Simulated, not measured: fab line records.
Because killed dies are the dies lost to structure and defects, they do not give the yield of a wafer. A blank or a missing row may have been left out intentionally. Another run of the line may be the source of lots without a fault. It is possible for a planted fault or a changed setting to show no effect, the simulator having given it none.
Matching of chambers    flow gf180mcu    GF_PASSIVATION_CVD_02 on pecvd-02 has 3 sister chambers
The step deposits Si3N4, target thk 700 nm, time 486.18 s. 24 wafers are shown with their chamber, then 12 later ones without.

== WAFERS, EACH WITH ITS CHAMBER ==
wafer   chamber  heater power w (W)
L074.1  0        905
L074.2  2        650
L074.3  1        736
L075.1  0        867
L075.2  2        657
L075.3  1        819
L078.2  0        897
L078.3  2        571
L078.6  0        765
L080.2  0        836
L080.3  2        600
L080.5  0        861
L082.3  0        924
L082.4  2        661
L082.5  0        756
L084.2  2        583
L084.3  1        794
L084.4  2        606
L089.2  2        586
L089.3  2        618
L089.4  0        896
L090.1  2        632
L090.3  2        639
L090.4  0        883

SIGNATURES, as means of the wafers listed above
reading         chamber 0  chamber 1  chamber 2  scatter within a chamber
heater power w  859.00     783.00     618.45     45.4
Rule: distance of a wafer from a chamber = root of the sum over the readings of ((wafer's reading minus chamber's mean) / reading's scatter) squared. If the next closest chamber is less than 2 further off than the closest, the wafer can't be placed; otherwise it belongs to the closest. How the scatter is found: for the shown wafers, subtract from each reading the mean of its chamber, square and add these, divide the total by (wafers less chambers), then take the root.

== WAFERS WHOSE CHAMBER IS MISSING ==
wafer   heater power w (W)
L091.2  841
L091.5  927
L091.6  889
L092.1  545
L092.2  828
L092.5  878
L097.2  778
L097.4  826
L097.6  656
L096.2  906
L096.5  805
L096.6  661

== WHICH CHAMBER EACH WENT THROUGH ==
wafer   from the rows above      in truth
L091.2  can't be placed: 0 or 1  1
L091.5  can't be placed: 0 or 1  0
L091.6  can't be placed: 0 or 1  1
L092.1  2                        2
L092.2  can't be placed: 0 or 1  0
L092.5  can't be placed: 0 or 1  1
L097.2  can't be placed: 1 or 0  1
L097.4  can't be placed: 0 or 1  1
L097.6  can't be placed: 2 or 1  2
L096.2  can't be placed: 0 or 1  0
L096.5  can't be placed: 1 or 0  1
L096.6  can't be placed: 2 or 1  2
Correct placement for 1 of the 12. Not placeable from these rows: 11 (in 11, the candidates include the true chamber). Wrongly placed: 0.
